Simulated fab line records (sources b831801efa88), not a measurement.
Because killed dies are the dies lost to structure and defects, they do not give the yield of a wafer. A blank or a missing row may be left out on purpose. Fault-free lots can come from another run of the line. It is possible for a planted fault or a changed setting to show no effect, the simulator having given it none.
Chamber matching ; flow sfq line ; SFQ_TRILAYER_I4_CMP_CMP_100 on cmp-02: 4 sister chambers
The step polishes SiO2. 4 wafers are shown with their chamber, then 7 later ones without.

## EACH WAFER AND ITS CHAMBER
wafer;chamber;motor current A (A)
L764.1;1;9.9
L765.3;2;8.1
L766.2;0;8.9
L766.1;3;10.3

## WAFERS WITHOUT THEIR CHAMBER
wafer;motor current A (A)
L766.3;8.5
L772.3;9.5
L772.4;8.5
L772.5;8.1
L773.2;9.8
L773.4;7.9
L773.6;8.4

## EACH ONE'S CHAMBER
wafer;from the rows above;in truth
L766.3;can't be placed: 0 or 2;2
L772.3;can't be placed: 1 or 0 or 3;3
L772.4;can't be placed: 0 or 2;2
L772.5;2;2
L773.2;can't be placed: 1 or 3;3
L773.4;2;2
L773.6;can't be placed: 2 or 0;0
Correctly placed: 2 of 7. These rows do not allow placing 5 (true chamber among the candidates in 5). Placed wrongly: 0.
How it was worked out, from the rows above alone: a wafer's distance from a chamber is the root of the sum, over the readings, of the square of ((its reading less the chamber's mean) divided by the reading's scatter). If the next closest chamber is less than 2 further off than the closest, the wafer can't be placed; otherwise it belongs to the closest. The mean given for a chamber averages the wafers shown for that chamber. The scatter (one wafer shown for each chamber): square how far every hidden wafer sits from the nearest shown wafer, average those squares and take the square root.
